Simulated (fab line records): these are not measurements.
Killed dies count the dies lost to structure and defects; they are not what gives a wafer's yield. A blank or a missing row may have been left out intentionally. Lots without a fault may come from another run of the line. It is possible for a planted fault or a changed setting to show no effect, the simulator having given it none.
Which tool is to blame?	flow sfq line	39 wafers from 13 lots sampled at 2 of the route's 325 steps

## WHAT EACH GAUGE READ, for each wafer
SFQ_I4_BOW_MEAS_927.
lot	measured	on	I4_BOW (um)
L122	day 38 05:53	film metro-02	12 10 25
L123	day 49 07:52	film metro-03	1 -2 -1
L125	day 49 10:50	film metro-04	4 6 2
L128	day 50 05:49	film metro-03	2 0 10
L131	day 50 20:49	film metro-03	8 -2 0 - - -
L134	day 51 14:51	film metro-03	5 14 22 - - -
L136	day 52 06:53	film metro-03	2 -1 -2
L139	day 53 03:53	film metro-02	9 4 22
L140	day 53 06:53	film metro-04	6 15 -6
L142	day 53 16:36	film metro-03	-12 -10 -3
L143	day 55 07:10	film metro-04	5 -8 -2
L144	day 55 22:57	film metro-02	2 -9 -21
L145	day 56 11:18	film metro-02	1 -7 -5

## WHAT TOOL EACH LOT RAN ON (gives the tool, then ch and the chambers of the sampled wafers, and finally the start)
lot	SFQ_TRILAYER_I4_CMP_CMP_100
L122	cmp-02 ch 1,2, day 38 02:49
L123	cmp-02 ch 0,1,3, day 49 04:50
L125	cmp-02 ch 0,1,3, day 49 07:50
L128	cmp-02 ch 0,1,2, day 50 03:49
L131	cmp-02 ch 0,1, day 50 17:49
L134	cmp-02 ch 0,2,3, day 51 11:49
L136	cmp-01 ch 0,2, day 52 04:23
L139	cmp-01 ch 0,3, day 53 01:23
L140	cmp-01 ch 1,2,3, day 53 03:53
L142	cmp-01 ch 0,2,3, day 53 13:35
L143	cmp-01 ch 2,3, day 55 04:07
L144	cmp-01 ch 2,3, day 55 20:25
L145	cmp-02 ch 0,1,3, day 56 08:47
- SFQ_TRILAYER_I4_CMP_CMP_100: polishes SiO2.

## WHAT THE TOOLS THEMSELVES READ (means of the sampled wafers that have a number; where no wafer has one, the mark that the record gives instead)
SFQ_TRILAYER_I4_CMP_CMP_100.
lot	tool	edge zone pressure frac	motor current A (A)	slurry filter dp kPa (kPa)	time to endpoint s (s)
L122	cmp-02	1.002	10.7	13.54	209
L123	cmp-02	1.000	9.8	13.58	221
L125	cmp-02	0.997	9.8	13.55	216
L128	cmp-02	0.999	10.6	13.63	212
L131	cmp-02	0.999	11.2	13.53	213
L134	cmp-02	1.004	9.7	13.62	216
L136	cmp-01	1.002	10.7	13.50	210
L139	cmp-01	0.997	10.4	13.34	221
L140	cmp-01	0.998	10.3	13.44	209
L142	cmp-01	1.000	10.3	13.47	212
L143	cmp-01	0.998	10.6	13.57	214
L144	cmp-01	1.002	10.6	13.55	221
L145	cmp-02	0.998	10.1	13.58	210

## THE ANSWER, worked out from the rows above alone
Rule: what is usual is taken from the lots themselves. The widest of any qualifying gaps counts: lots, ordered by their means at a reading, are off when they make up no more than a third of the lots, leave a main group of 4 or more, and stand apart from it by 3 or more times the standard deviation of that group's means. A main group is skipped when, at the precision printed for the reading in the tables above, its means are all equal. A lot without any number at a reading at which 4 lots or more have one is off too. All remaining lots with rows at the step are treated as sound. Order of review: gauges by route order, followed by the tools' own readings, for which a lot's mean as printed above is used. The first step at which some lot is off is used, and at that step the reading that is off furthest; a lot without a number counts as furthest.
Across all readings shown, no lot is off: no conclusion can be drawn from this.

## WHAT THE SIMULATOR HAD INSERTED
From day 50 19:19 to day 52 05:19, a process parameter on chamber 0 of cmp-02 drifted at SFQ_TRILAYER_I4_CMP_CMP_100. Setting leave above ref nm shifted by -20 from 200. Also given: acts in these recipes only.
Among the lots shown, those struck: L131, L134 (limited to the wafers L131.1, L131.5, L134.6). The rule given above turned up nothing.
